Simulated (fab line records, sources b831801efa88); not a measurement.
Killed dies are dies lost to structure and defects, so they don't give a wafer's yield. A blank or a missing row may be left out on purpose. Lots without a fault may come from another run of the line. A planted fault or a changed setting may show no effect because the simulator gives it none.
fab line records | flow sky130
record lots=6 wafers=18 last_day=50
route steps=708 shown SD_N@350 SD_P@359 RES_XHIGH@360 SALICIDE@361 LI_CONTACT@362 PAD_OPEN@708
lots that met no fault: from a run of the same line without faults
start_h: hours from the record's first day to the start of the lot's first wafer shown | wait_h: hours since the lot's step before | " the same as in the row above | L1.1+2: a row that stands for several wafers | - no value, or no start given | * or withheld: withheld | < > ~ a bound
route shown NAME@n: a module of which the file shows steps, and the number in the route of the first | usual: mean/standard deviation of fault-free wafers | same: alike in all rows | chamber/n: place in a boat | sites: the reading at each site | _std_site: their standard deviation | _edge_site: outer sites' mean less inner sites' | radius_mm: how far each site lies from the wafer's centre | mask NAME#n: copy n | behind: the tool/chamber that last shaped the wafer | hold: why the lot was held/for how many hours/how that ended | device: the transistor (n, p or np) that didn't switch | end of line: the same wafers' tests at the end of the route | a step without rows: its recipe alone | killed: dies lost to structure and defects at the first sort, not the wafer's yield | map: a wafer's dies, x killed, . not, _ none there
set.NAME: the setting as run; set.NAME@STEP: as run at that earlier step | model.NAME: the simulator's own value behind a step, which no gauge read
lots at some steps of the route; a table a step, a row a wafer
services: from which hour (start_h, from the record's first day; less than 0 if before it) a tool's chamber was out of use, for how many hours, and why
## steps
# step SKY_SD_N_OVL_MEAS_08
# usual SD_N_OVL=-0.5/1.5
# columns lot.wafer tool chamber start_h wait_h SD_N_OVL[nm]
L904.1 overlay-01 - 650.76 0.1 0.6
L904.4 " - " " 1.2
L904.6 " - " " 1.9
L908.1 overlay-01 - 681.46 0.1 -0.1
L908.4 " - " " 0.8
L908.5 " - " " -0.1
L909.2 overlay-01 - 691.31 0.1 -1.3
L909.3 " - " " -0.2
L909.4 " - " " -1.7
L911.2 overlay-01 - 712.47 0.1 2.9
L911.3 " - " " 2.9
L911.4 " - " " 2.8
L915.3 overlay-01 - 756.98 0.1 -2.4
L915.4 " - " " -4.0
L915.5 " - " " -2.5
L923.1 overlay-02 - 806.07 0.1 -0.3
L923.2 " - " " 1.2
L923.3 " - " " 0.0
# step SKY_SD_N_IMPLANT_09
# recipe species=As energy_kev=50 dose_cm2=4e+15 tilt_deg=0
# step SKY_SD_N_IMPLANT_10
# recipe species=P energy_kev=20 dose_cm2=1e+14 tilt_deg=0
# step SKY_SD_N_STRIP_11
# recipe chemistry=O2/N2 power_w=1400 pressure_mtorr=1500 platen_temp_c=withheld o2_flow_sccm=3000 n2_flow_sccm=300 overash_fraction=0.5
# usual drypump_motor_current_A=5.6/0.33 oes_product_au=0.528/0.0044 strip_time_to_endpoint_s=22.53/0.037
# columns lot.wafer tool chamber start_h wait_h drypump_motor_current_A oes_product_au rf_hours_counter_h strip_time_to_endpoint_s
L904.1 plasma_asher-03 1 651.09 0.1 5.9 0.533 24 22.52
L904.4 " 0 " " 6.0 0.530 - 22.55
L904.6 " 0 " " 6.0 0.527 - 22.53
L908.1 plasma_asher-03 1 681.79 0.1 5.9 0.532 28 22.53
L908.4 " 0 " " 6.0 0.523 - 22.51
L908.5 " 1 " " 5.9 0.521 - 22.53
L909.2 plasma_asher-04 0 691.64 0.1 5.3 0.522 91 22.55
L909.3 " 1 " " 5.0 0.529 - 22.52
L909.4 " 0 " " 5.3 0.524 - 22.55
L911.2 plasma_asher-04 0 712.80 0.1 5.3 0.531 93 22.56
L911.3 " 1 " " 5.0 0.528 - 22.48
L911.4 " 0 " " 5.4 0.536 - 22.55
L915.3 plasma_asher-04 0 757.33 0.1 5.4 0.526 - 22.55
L915.4 " 1 " " 5.0 0.522 - 22.54
L915.5 " 0 " " 5.4 0.529 - 22.55
L923.1 plasma_asher-03 0 806.40 0.1 6.0 0.529 40 22.53
L923.2 " 1 " " 5.9 0.516 40 22.53
L923.3 " 0 " " 5.9 0.528 - 22.51
# step SKY_SD_N_TW_MEAS_12
# usual SD_N_TW=3976/34
# columns lot.wafer tool chamber start_h wait_h SD_N_TW
L904.1 film_metro-02 - 651.19 0.1 3971
L904.4 " - " " 3990
L904.6 " - " " 3995
L908.1 film_metro-01 - 681.89 0.1 3953
L908.4 " - " " 3966
L908.5 " - " " 3950
L909.2 film_metro-04 - 691.75 0.1 4024
L909.3 " - " " 4013
L909.4 " - " " 4016
L911.2 film_metro-02 - 712.91 0.1 3988
L911.3 " - " " 3991
L911.4 " - " " 3970
L915.3 film_metro-01 - 757.42 0.1 3959
L915.4 " - " " 3958
L915.5 " - " " 3949
L923.1 film_metro-02 - 806.50 0.1 3961
L923.2 " - " " 3931
L923.3 " - " " 3975
# step SKY_SD_N_CLEAN_13
# recipe chemistry=SC1/SC2 mix=1:4:20 temp_c=70 time_s=150 dry=n2_spin
# step SKY_SD_N_RTA_14
# recipe temp_c=1075 time_s=2 idle_temp_c=650 ramp_up_c_per_s=150 ramp_down_c_per_s=90 ambient=N2
# usual lamp_power_pct=15.74/0.053 wafer_temp_C_max=1078.1/1.4
# same time_s=2
# columns lot.wafer tool chamber start_h wait_h lamp_power_pct wafer_temp_C_max
L904.1 rtp_anneal-01 0 651.31 0.0 15.80 1079.7
L904.4 " 0 " " 15.73 1077.3
L904.6 " 0 " " 15.77 1076.7
L908.1 rtp_anneal-01 0 682.00 0.0 15.76 1076.6
L908.4 " 0 " " 15.76 1078.6
L908.5 " 0 " " 15.77 1077.2
L909.2 rtp_anneal-02 0 691.87 0.0 15.77 1081.4
L909.3 " 0 " " 15.76 1078.4
L909.4 " 0 " " 15.67 1076.9
L911.2 rtp_anneal-02 0 713.02 0.0 15.75 1076.6
L911.3 " 0 " " 15.76 1076.5
L911.4 " 0 " " 15.71 1078.0
L915.3 rtp_anneal-01 0 757.53 0.0 15.67 1077.2
L915.4 " 0 " " 15.72 1077.4
L915.5 " 0 " " 15.81 1077.7
L923.1 rtp_anneal-01 0 806.61 0.0 15.76 1077.0
L923.2 " 0 " " 15.64 1077.5
L923.3 " 0 " " 15.73 1076.5
# step SKY_SD_N_RS_MEAS_16
# recipe thk_meas_gauge=four-point-probe
# usual SD_N_RS=68.57/0.11
# columns lot.wafer tool chamber start_h wait_h SD_N_RS[ohm/sq]
L904.1 film_metro-04 - 651.48 0.1 68.63
L904.4 " - " " 68.71
L904.6 " - " " 68.46
L908.1 film_metro-04 - 682.18 0.1 68.59
L908.4 " - " " 68.56
L908.5 " - " " 68.50
L909.2 film_metro-02 - 692.05 0.1 68.46
L909.3 " - " " 68.52
L909.4 " - " " 68.62
L911.2 film_metro-04 - 713.20 0.1 68.59
L911.3 " - " " 68.60
L911.4 " - " " 68.52
L915.3 film_metro-02 - 757.72 0.1 68.38
L915.4 " - " " 68.58
L915.5 " - " " 68.41
L923.1 film_metro-04 - 806.78 0.1 68.69
L923.2 " - " " 68.53
L923.3 " - " " 68.49
# step SKY_SD_N_RS_MEAS_17
# recipe thk_meas_gauge=four-point-probe
# usual SD_P_RS=147.1/0.39
# columns lot.wafer tool chamber start_h wait_h SD_P_RS[ohm/sq]
L904.1 film_metro-04 - 651.60 0.1 147.3
L904.4 " - " " 147.4
L904.6 " - " " 147.3
L908.1 film_metro-04 - 682.30 0.1 147.2
L908.4 " - " " 147.7
L908.5 " - " " 147.4
L909.2 film_metro-02 - 692.17 0.1 147.3
L909.3 " - " " 146.8
L909.4 " - " " 147.3
L911.2 film_metro-04 - 713.32 0.1 147.2
L911.3 " - " " 147.3
L911.4 " - " " 146.7
L915.3 film_metro-02 - 757.84 0.1 146.2
L915.4 " - " " 147.0
L915.5 " - " " 146.8
L923.1 film_metro-04 - 806.90 0.1 147.7
L923.2 " - " " 147.6
L923.3 " - " " 147.0
# step SKY_SD_N_RS_MEAS_18
# recipe thk_meas_gauge=four-point-probe
# usual RES_XHIGH_RS=338.7/1.2
# columns lot.wafer tool chamber start_h wait_h RES_XHIGH_RS[ohm/sq]
L904.1 film_metro-04 - 651.72 0.1 336.7
L904.4 " - " " 338.2
L904.6 " - " " 338.0
L908.1 film_metro-04 - 682.42 0.1 338.6
L908.4 " - " " 339.4
L908.5 " - " " 339.6
L909.2 film_metro-02 - 692.29 0.1 339.9
L909.3 " - " " 340.1
L909.4 " - " " 340.4
L911.2 film_metro-04 - 713.44 0.1 336.7
L911.3 " - " " 337.7
L911.4 " - " " 336.9
L915.3 film_metro-02 - 757.96 0.1 339.9
L915.4 " - " " 340.0
L915.5 " - " " 339.3
L923.1 film_metro-04 - 807.02 0.1 339.4
L923.2 " - " " 338.9
L923.3 " - " " 339.4
# step SKY_SALICIDE_CLEAN_00
# recipe chemistry=HF-last time_s=30 dilution=100:1 dry=ipa_marangoni
# step SKY_LI_CONTACT_HDPCVD_00
# recipe material=PSG target_thk_nm=930 sigma_open_frac=0.3 time_s=155 temp_c=600 sih4_flow_sccm=60 pressure_mtorr=6
# usual pressure_mtorr=6.000/0.011 run_length_s=182.7/0.48 time_s=155/0
# columns lot.wafer tool chamber start_h wait_h pressure_mtorr run_length_s time_s
L904.1 hdpcvd-02 2 651.86 0.0 6.010 183.0 155
L904.4 " 2 " " 6.013 183.0 155
L904.6 " 0 " " 5.978 183.2 155
L908.1 hdpcvd-01 1 682.57 0.0 - - -
L908.4 " 1 " " - - -
L908.5 " 0 " " - - -
L909.2 hdpcvd-01 2 692.41 0.0 - - -
L909.3 " 1 " " - - -
L909.4 " 2 " " - - -
L911.2 hdpcvd-01 0 713.56 0.0 6.011 182.3 155
L911.3 " 2 " " 6.007 182.8 155
L911.4 " 2 " " 6.004 183.5 155
L915.3 hdpcvd-02 2 758.06 0.0 6.011 183.2 155
L915.4 " 1 " " 5.989 182.6 155
L915.5 " 0 " " 6.008 183.5 155
L923.1 hdpcvd-02 2 807.16 0.0 6.004 183.3 155
L923.2 " 1 " " 5.990 182.4 155
L923.3 " 0 " " 6.000 183.0 155
# step SKY_LI_CONTACT_CMP_02
# recipe material=PSG down_force_psi=4 platen_rpm=60 pad_velocity_m_s=0.94248
# usual motor_current_A=12.7/0.86 time_to_endpoint_s=33.1/2.9
# columns lot.wafer tool chamber start_h wait_h motor_current_A time_to_endpoint_s
L904.4 cmp-02 1 652.12 0.1 13.1 31.5
L904.1 " 2 " " 12.9 31.4
L904.6 " 0 " " 12.2 31.0
L908.4 cmp-01 3 682.83 0.1 15.3 -
L908.1 " 0 " " 12.3 -
L908.5 " 2 " " 11.9 -
L909.3 cmp-01 0 692.57 0.0 12.6 -
L909.2 " 2 " " 12.1 -
L909.4 " 3 " " 14.5 -
L911.2 cmp-01 0 713.72 0.0 12.2 29.9
L911.3 " 2 " " 11.8 31.9
L911.4 " 3 " " 14.8 36.9
L915.4 cmp-01 2 758.22 0.0 11.8 30.3
L915.3 " 1 " " 13.2 35.4
L915.5 " 2 " " 12.4 35.0
L923.3 cmp-01 0 807.33 0.0 12.1 37.4
L923.2 " 1 " " 12.8 40.0
L923.1 " 2 " " 12.4 34.5
# step SKY_LI_CONTACT_BOW_MEAS_03
# recipe mode=bow
# usual LI_CONTACT_BOW=55/7.3
# columns lot.wafer tool chamber start_h wait_h LI_CONTACT_BOW[um]
L904.1 film_metro-04 - 652.32 0.1 49
L904.4 " - " " 62
L904.6 " - " " 54
L908.1 film_metro-04 - 683.03 0.1 20
L908.4 " - " " 37
L908.5 " - " " 35
L909.2 film_metro-01 - 692.89 0.2 27
L909.3 " - " " 25
L909.4 " - " " 34
L911.2 film_metro-01 - 714.04 0.3 50
L911.3 " - " " 39
L911.4 " - " " 46
L915.3 film_metro-04 - 758.56 0.1 44
L915.4 " - " " 64
L915.5 " - " " 63
L923.1 film_metro-01 - 807.63 0.1 43
L923.2 " - " " 64
L923.3 " - " " 59
# step SKY_LI_CONTACT_DEHYDRATE_04
# recipe temp_c=200 time_s=60
# step SKY_LI_CONTACT_HMDS_05
# recipe prime_time_s=60 prime_temp_c=120
# step SKY_LI_CONTACT_COAT_06
# recipe resist=BARC temp_c=withheld time_s=withheld spin_rpm=3054 resist_thk_nm=60
# step SKY_LI_CONTACT_COAT_07
# recipe resist=KrF-thick spin_rpm=3000 resist_thk_nm=450
# step SKY_LI_CONTACT_SOFTBAKE_08
# recipe temp_c=100 time_s=90 resist=KrF-thick
# step SKY_LI_CONTACT_EXPOSE_09
# recipe mask_id=LICM1 na=0.8 source_shape=annular sigma_inner=0.55 sigma_outer=0.85 target_cd_nm=170 dose_mj=38
# step SKY_LI_CONTACT_PEB_10
# recipe peb_temp_c=withheld peb_time_s=withheld resist=KrF-thick
# step SKY_LI_CONTACT_DEVELOP_11
# recipe develop_time_s=60 resist=KrF-thick dev_temp_c=21
# step SKY_LI_CONTACT_CD_MEAS_12
# recipe target_cd_nm=170
# usual cd_nm=170.0/1.8
# columns lot.wafer tool chamber start_h wait_h cd_nm
L904.1 cd_sem-02 - 679.89 - 170.0
L904.4 " - " " 170.1
L904.6 " - " " 171.1
L908.1 cd_sem-01 - 710.48 - 169.4
L908.4 " - " " 168.9
L908.5 " - " " 168.8
L909.2 cd_sem-02 - 720.61 - 172.4
L909.3 " - " " 172.8
L909.4 " - " " 170.7
L911.2 cd_sem-01 - 742.60 - 170.3
L911.3 " - " " 173.8
L911.4 " - " " 170.5
L915.3 cd_sem-01 - 785.73 - 170.2
L915.4 " - " " 171.0
L915.5 " - " " 170.3
L923.1 cd_sem-01 - 833.59 - 168.7
L923.2 " - " " 169.7
L923.3 " - " " 171.6
# step SKY_LI_CONTACT_OVL_MEAS_13
# usual LI_CONTACT_OVL=-5/6.2
# columns lot.wafer tool chamber start_h wait_h LI_CONTACT_OVL[nm]
L904.1 overlay-02 - 680.01 0.1 3
L904.4 " - " " 1
L904.6 " - " " 3
L908.1 overlay-02 - 710.60 0.1 -5
L908.4 " - " " -4
L908.5 " - " " 1
L909.2 overlay-02 - 720.71 0.1 -13
L909.3 " - " " -17
L909.4 " - " " -10
L911.2 overlay-01 - 742.70 0.1 -3
L911.3 " - " " 0
L911.4 " - " " -9
L915.3 overlay-01 - 785.82 0.1 -1
L915.4 " - " " 1
L915.5 " - " " 2
L923.1 overlay-01 - 833.71 0.1 -6
L923.2 " - " " -6
L923.3 " - " " -6
# step SKY_LI_CONTACT_ETCH_14
# recipe chemistry=N2/H2 target=BARC ion_energy_ev=200 source_w=500 bias_w=100 pressure_mtorr=30 n2_flow_sccm=100 h2_flow_sccm=200 stop_on=SiO2 time_s=45.9 target_depth_a=600
# usual drypump_motor_current_A=5.7/0.39 oes_product_au=0.850/0.0049 throttle_valve_pct=13.223/0.0091
# same time_s=45.9
# columns lot.wafer tool chamber start_h wait_h drypump_motor_current_A oes_product_au rf_hours_counter_h throttle_valve_pct
L904.1 rie_diel-03 0 680.04 0.0 5.9 0.844 2 13.220
L904.4 " 2 " " 5.5 0.841 38 13.215
L904.6 " 0 " " 5.9 0.852 - 13.228
L908.1 rie_diel-01 0 710.63 0.0 6.4 0.847 20 13.231
L908.4 " 1 " " 5.7 0.850 38 13.228
L908.5 " 0 " " 6.4 0.854 - 13.214
L909.2 rie_diel-03 2 720.74 0.0 5.5 0.846 40 13.232
L909.3 " 0 " " 5.9 0.851 4 13.205
L909.4 " 1 " " 5.8 0.850 16 13.225
L911.2 rie_diel-01 3 742.73 0.0 4.8 0.854 3 13.213
L911.3 " 2 " " 5.4 0.849 10 13.228
L911.4 " 1 " " 5.7 0.844 39 13.209
L915.3 rie_diel-01 0 785.85 0.0 6.3 0.846 22 13.233
L915.4 " 2 " " 5.4 0.849 - 13.238
L915.5 " 3 " " 4.9 0.853 - 13.221
L923.1 rie_diel-03 3 833.75 0.0 5.5 0.851 4 13.228
L923.2 " 1 " " 5.7 0.849 20 13.220
L923.3 " 0 " " 5.9 0.842 8 13.218
# step SKY_LI_CONTACT_ETCH_15
# recipe target=PSG chemistry=C4F8/O2/Ar stop_on=Si taper_deg=4.15 mask_material=KrF-thick source_w=1500 bias_w=1200 pressure_mtorr=40 c4f8_flow_sccm=withheld O2_flow_sccm=6 Ar_flow_sccm=300 time_s=withheld target_depth_a=6000
# usual oes_product_au=0.837/0.0046
# columns lot.wafer tool chamber start_h wait_h oes_product_au model.etch.depth_nm model.LI_CONTACT.feature_depth_nm
L904.1 rie_diel-03 0 680.09 0.0 0.836 597.3 597.3
L904.4 " 2 " " 0.835 596 596
L904.6 " 0 " " 0.837 596.6 596.6
L908.1 rie_diel-01 0 710.67 0.0 0.377 0 1e-09
L908.4 " 1 " " 0.372 0 1e-09
L908.5 " 0 " " 0.372 0 1e-09
L909.2 rie_diel-03 2 720.79 0.0 0.373 0 1e-09
L909.3 " 0 " " 0.376 0 1e-09
L909.4 " 1 " " 0.374 0 1e-09
L911.2 rie_diel-01 3 742.77 0.0 0.837 597.4 597.4
L911.3 " 2 " " 0.837 596.8 596.8
L911.4 " 1 " " 0.835 597.3 597.3
L915.3 rie_diel-01 0 785.89 0.0 0.835 599.1 599.1
L915.4 " 2 " " 0.830 596.1 596.1
L915.5 " 3 " " 0.841 596.2 596.2
L923.1 rie_diel-03 3 833.79 0.0 0.843 597.2 597.2
L923.2 " 1 " " 0.840 599.3 599.3
L923.3 " 0 " " 0.833 597.5 597.5
# step SKY_LI_CONTACT_STRIP_16
# recipe chemistry=O2/N2 power_w=1400 pressure_mtorr=1500 platen_temp_c=withheld o2_flow_sccm=3000 n2_flow_sccm=300 overash_fraction=0.5
# usual drypump_motor_current_A=5.42/0.18 oes_product_au=0.374/0.0047 strip_time_to_endpoint_s=3.47/0.038
# columns lot.wafer tool chamber start_h wait_h drypump_motor_current_A oes_product_au rf_hours_counter_h strip_time_to_endpoint_s
L904.1 plasma_asher-02 1 680.17 - 5.51 0.369 89 3.41
L904.4 " 0 " " 5.65 0.372 - 3.49
L904.6 " 0 " " 5.61 0.373 - 3.43
L908.1 plasma_asher-04 0 710.76 - 5.35 0.379 92 3.46
L908.4 " 1 " " 5.03 0.372 - 3.52
L908.5 " 1 " " 5.00 0.371 - 3.49
L909.2 plasma_asher-01 1 720.87 - 5.46 0.380 61 3.51
L909.3 " 0 " " 5.41 0.382 - 3.44
L909.4 " 1 " " 5.47 0.371 - 3.55
L911.2 plasma_asher-02 1 742.86 - 5.47 0.382 0 3.44
L911.3 " 1 " " 5.48 0.371 - 3.48
L911.4 " 0 " " 5.62 0.371 - 3.49
L915.3 plasma_asher-01 0 786.01 - 5.47 0.372 - 3.41
L915.4 " 1 " " 5.47 0.372 - 3.47
L915.5 " 1 " " 5.48 0.369 - 3.45
L923.1 plasma_asher-02 1 833.87 - 5.48 0.366 9 3.50
L923.2 " 0 " " 5.61 0.375 9 3.54
L923.3 " 0 " " 5.59 0.377 - 3.46
# step SKY_PAD_OPEN_PROBE_99
# usual killed_at_M0_to_M3=42/6.7 killed_at_M4_up=3.4/2 killed_at_contacts=24/5.1 killed_at_front_end=14/4.2 killed_at_other=0.2/0.49 killed_dies=84/8.4 killed_on_rim=17/3.6 killed_open=46/7 killed_short=39/5.8
# same gross_dies=492 killed_at_back_side=0
# columns lot.wafer tool chamber start_h wait_h killed_at_M0_to_M3 killed_at_M4_up killed_at_contacts killed_at_front_end killed_at_other killed_dies killed_on_rim killed_open killed_short
L908.1 prober-02 - 1105.61 0.1 5 0 485 2 0 492 96 6 5
L908.4 prober-02 - 1105.76 0.2 6 0 481 5 0 492 96 11 5
L908.5 prober-02 - 1105.81 0.2 8 3 479 2 0 492 96 9 8
L909.2 prober-01 - 1109.96 0.1 6 0 485 1 0 492 96 11 4
L909.3 prober-01 - 1110.01 0.2 14 1 476 1 0 492 96 10 13
L909.4 prober-01 - 1110.06 0.2 8 0 482 2 0 492 96 15 2
L911.2 prober-01 - 1127.21 0.1 49 2 24 10 0 85 17 53 32
L911.3 prober-01 - 1127.26 0.2 38 2 26 17 0 83 14 45 38
L911.4 prober-01 - 1127.31 0.2 39 1 20 7 1 68 10 37 31
L915.3 prober-02 - 1156.52 0.2 51 4 23 9 0 87 20 47 40
L915.4 prober-02 - 1156.57 0.2 51 4 31 14 1 101 20 57 44
L915.5 prober-02 - 1156.62 0.2 44 3 16 13 2 78 11 37 41
L923.1 prober-01 - 1188.60 0.1 39 3 23 15 0 80 12 48 32
L923.2 prober-01 - 1188.65 0.1 38 2 23 15 0 78 11 42 36
L923.3 prober-01 - 1188.70 0.2 39 0 18 14 2 73 12 37 36
# killed by level:class
L908.1 LI_CONTACT:lost_pattern=479 VIA1:geometric_particle:open=3 POLY_GATE:geometric_particle:short=2 LI_CONTACT:geometric_particle:open=2 LI_CONTACT:area_hdpcvd=2 METAL1:geometric_particle:short=1 LI_CONTACT:geometric_particle:short=1 LOCAL_INTERCONNECT:geometric_particle:short=1
L908.4 LI_CONTACT:lost_pattern=473 VIA1:geometric_particle:open=3 LI_CONTACT:area_hdpcvd=3 POLY_GATE:geometric_particle:open=2 LI_CONTACT:geometric_particle:open=2 FIELD_ISO:geometric_particle:short=1 GATE_OXIDE:geometric_particle:open=1 POLY_GATE:geometric_particle:short=1
L908.5 LI_CONTACT:lost_pattern=471 LI_CONTACT:area_hdpcvd=4 CONTACT:geometric_particle:open=3 VIA2:geometric_particle:open=3 METAL4:geometric_particle:short=3 VIA1:geometric_particle:short=2 FIELD_ISO:geometric_particle:short=1 POLY_GATE:geometric_particle:open=1
L909.2 LI_CONTACT:lost_pattern=473 LI_CONTACT:area_hdpcvd=4 VIA3:geometric_particle:open=3 LI_CONTACT:geometric_particle:open=3 CONTACT:geometric_particle:short=2 CONTACT:geometric_particle:open=2 POLY_GATE:geometric_particle:open=1 LOCAL_INTERCONNECT:geometric_particle:short=1
L909.3 LI_CONTACT:lost_pattern=466 CONTACT:geometric_particle:short=3 CONTACT:geometric_particle:open=3 VIA2:geometric_particle:open=3 LI_CONTACT:area_hdpcvd=3 METAL3:geometric_particle:short=2 METAL1:geometric_particle:short=2 VIA1:geometric_particle:open=2
L909.4 LI_CONTACT:lost_pattern=473 VIA1:geometric_particle:open=4 LI_CONTACT:geometric_particle:open=3 CONTACT:geometric_particle:open=3 VIA3:geometric_particle:open=2 LI_CONTACT:area_hdpcvd=2 FIELD_ISO:geometric_particle:open=1 POLY_CUT:geometric_particle:open=1
L911.2 VIA1:geometric_particle:open=16 CONTACT:geometric_particle:open=10 METAL2:geometric_particle:short=9 FIELD_ISO:geometric_particle:open=8 LI_CONTACT:geometric_particle:open=6 VIA2:geometric_particle:open=6 VIA1:geometric_particle:short=6 LI_CONTACT:geometric_particle:short=3
L911.3 VIA1:geometric_particle:open=13 LI_CONTACT:geometric_particle:open=8 CONTACT:geometric_particle:open=6 LOCAL_INTERCONNECT:geometric_particle:short=5 FIELD_ISO:geometric_particle:short=4 POLY_GATE:geometric_particle:open=4 METAL1:geometric_particle:short=4 VIA1:geometric_particle:short=4
L911.4 CONTACT:geometric_particle:open=10 VIA1:geometric_particle:open=8 METAL1:geometric_particle:short=7 CONTACT:geometric_particle:short=5 METAL2:geometric_particle:short=5 VIA2:geometric_particle:open=5 VIA3:geometric_particle:open=4 FIELD_ISO:geometric_particle:open=3
L915.3 VIA1:geometric_particle:open=11 METAL2:geometric_particle:short=9 CONTACT:geometric_particle:open=8 VIA1:geometric_particle:short=7 LOCAL_INTERCONNECT:geometric_particle:short=6 VIA2:geometric_particle:open=6 METAL1:geometric_particle:short=5 VIA3:geometric_particle:open=5
L915.4 VIA1:geometric_particle:open=15 CONTACT:geometric_particle:open=12 LI_CONTACT:geometric_particle:open=7 CONTACT:geometric_particle:short=7 VIA2:geometric_particle:open=6 VIA2:geometric_particle:short=6 FIELD_ISO:geometric_particle:open=5 VIA1:geometric_particle:short=5
L915.5 VIA3:geometric_particle:open=7 CONTACT:geometric_particle:open=6 METAL2:geometric_particle:short=6 VIA2:geometric_particle:open=6 CONTACT:geometric_particle:short=5 METAL1:geometric_particle:short=5 VIA1:geometric_particle:short=5 FIELD_ISO:geometric_particle:short=4
L923.1 CONTACT:geometric_particle:open=10 VIA2:geometric_particle:open=10 VIA3:geometric_particle:open=7 FIELD_ISO:geometric_particle:open=5 VIA1:geometric_particle:short=5 METAL1:geometric_particle:open=4 VIA1:geometric_particle:open=4 FIELD_ISO:geometric_particle:short=3
L923.2 CONTACT:geometric_particle:open=10 FIELD_ISO:geometric_particle:open=5 LI_CONTACT:geometric_particle:open=5 METAL1:geometric_particle:short=5 VIA1:geometric_particle:open=5 VIA2:geometric_particle:short=5 VIA1:geometric_particle:short=5 VIA3:geometric_particle:open=4
L923.3 VIA3:geometric_particle:open=11 CONTACT:geometric_particle:open=7 POLY_GATE:geometric_particle:short=6 LI_CONTACT:geometric_particle:open=6 VIA3:geometric_particle:short=6 METAL2:geometric_particle:short=4 METAL3:geometric_particle:short=4 POLY_GATE:geometric_particle:open=3
# map L908.1 (x killed, . not)
__________xxxxxxxxxx_________
________xxxxxxxxxxxxxx_______
______xxxxxxxxxxxxxxxxxx_____
_____xxxxxxxxxxxxxxxxxxxx____
____xxxxxxxxxxxxxxxxxxxxxx___
___xxxxxxxxxxxxxxxxxxxxxxxx__
__xxxxxxxxxxxxxxxxxxxxxxxxxx_
_xxxxxxxxxxxxxxxxxxxxxxxxxxxx
_xxxxxxxxxxxxxxxxxxxxxxxxxxxx
_xxxxxxxxxxxxxxxxxxxxxxxxxxxx
_xxxxxxxxxxxxxxxxxxxxxxxxxxxx
_xxxxxxxxxxxxxxxxxxxxxxxxxxxx
_xxxxxxxxxxxxxxxxxxxxxxxxxxxx
_xxxxxxxxxxxxxxxxxxxxxxxxxxxx
_xxxxxxxxxxxxxxxxxxxxxxxxxxxx
__xxxxxxxxxxxxxxxxxxxxxxxxxx_
___xxxxxxxxxxxxxxxxxxxxxxxx__
____xxxxxxxxxxxxxxxxxxxxxx___
_____xxxxxxxxxxxxxxxxxxxx____
______xxxxxxxxxxxxxxxxxx_____
________xxxxxxxxxxxxxx_______
__________xxxxxxxxxx_________
# map L909.2 (x killed, . not)
__________xxxxxxxxxx_________
________xxxxxxxxxxxxxx_______
______xxxxxxxxxxxxxxxxxx_____
_____xxxxxxxxxxxxxxxxxxxx____
____xxxxxxxxxxxxxxxxxxxxxx___
___xxxxxxxxxxxxxxxxxxxxxxxx__
__xxxxxxxxxxxxxxxxxxxxxxxxxx_
_xxxxxxxxxxxxxxxxxxxxxxxxxxxx
_xxxxxxxxxxxxxxxxxxxxxxxxxxxx
_xxxxxxxxxxxxxxxxxxxxxxxxxxxx
_xxxxxxxxxxxxxxxxxxxxxxxxxxxx
_xxxxxxxxxxxxxxxxxxxxxxxxxxxx
_xxxxxxxxxxxxxxxxxxxxxxxxxxxx
_xxxxxxxxxxxxxxxxxxxxxxxxxxxx
_xxxxxxxxxxxxxxxxxxxxxxxxxxxx
__xxxxxxxxxxxxxxxxxxxxxxxxxx_
___xxxxxxxxxxxxxxxxxxxxxxxx__
____xxxxxxxxxxxxxxxxxxxxxx___
_____xxxxxxxxxxxxxxxxxxxx____
______xxxxxxxxxxxxxxxxxx_____
________xxxxxxxxxxxxxx_______
__________xxxxxxxxxx_________
## services
# columns tool chamber start_h hours kind
hdpcvd-01 1 630.38 6.8 repair
cmp-01 - 637.75 1.5 repair
cmp-01 - 642.35 0.5 repair
rie_diel-03 1 649.77 10.2 repair
rie_diel-01 - 649.86 4.0 pm
hdpcvd-01 - 650.75 15.0 pm
rie_diel-01 1 663.88 8.2 repair
rie_diel-01 1 674.18 4.7 repair
plasma_asher-02 - 691.14 0.9 repair
rie_diel-03 1 702.83 3.2 repair
plasma_asher-01 - 717.59 0.9 repair
plasma_asher-02 - 733.75 9.0 pm
plasma_asher-04 - 754.59 1.5 repair
hdpcvd-01 - 756.91 1.7 repair
rie_diel-03 - 757.38 1.6 repair
plasma_asher-02 - 757.77 2.8 pm
rie_diel-01 2 768.62 2.8 repair
plasma_asher-04 - 772.36 2.8 pm
plasma_asher-04 - 789.88 3.2 repair
plasma_asher-03 - 819.31 2.8 pm
rie_diel-03 2 820.41 4.9 repair
rie_diel-03 1 824.65 1.3 repair
hdpcvd-02 - 824.96 1.1 repair
plasma_asher-03 - 833.50 15.6 pm
## key
first_sign step=SKY_LI_CONTACT_HDPCVD_00 reading=tool_record direction=missing
effect step=SKY_LI_CONTACT_BOW_MEAS_03 reading=LI_CONTACT_BOW direction=down sigmas=3.5 usual=55 struck=30
effect step=SKY_LI_CONTACT_ETCH_15 reading=oes_product_au direction=down sigmas=99+ usual=0.837 struck=0.374
effect step=SKY_PAD_OPEN_PROBE_99 reading=killed_at_contacts direction=up sigmas=90 usual=24 struck=481
model_effect step=SKY_LI_CONTACT_ETCH_15 value=etch.depth_nm without=598.2 struck=0
met_at SKY_LI_CONTACT_HDPCVD_00
struck_wafers L908.1,L908.4,L908.5,L909.2,L909.3,L909.4
later_rows_left_out L908.1,L908.4,L908.5,L909.2,L909.3,L909.4
tester_left_out L908,L909
fault kind=skipped_step_whole tool=hdpcvd-01 chamber=- onset_h=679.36 steps=SKY_LI_CONTACT_HDPCVD_00 scope=struck_lots_only
# tester_left_out: of these lots the tester's yield and bins aren't shown, on N5 and GAA mostly nor the transistor test; their killed dies are dies lost to structure and defects alone, not to doping, threshold or leakage, so they don't give the yield
# later_rows_left_out: the simulator's readings of these wafers behind a module that went badly wrong aren't trusted and aren't shown, but for the sort
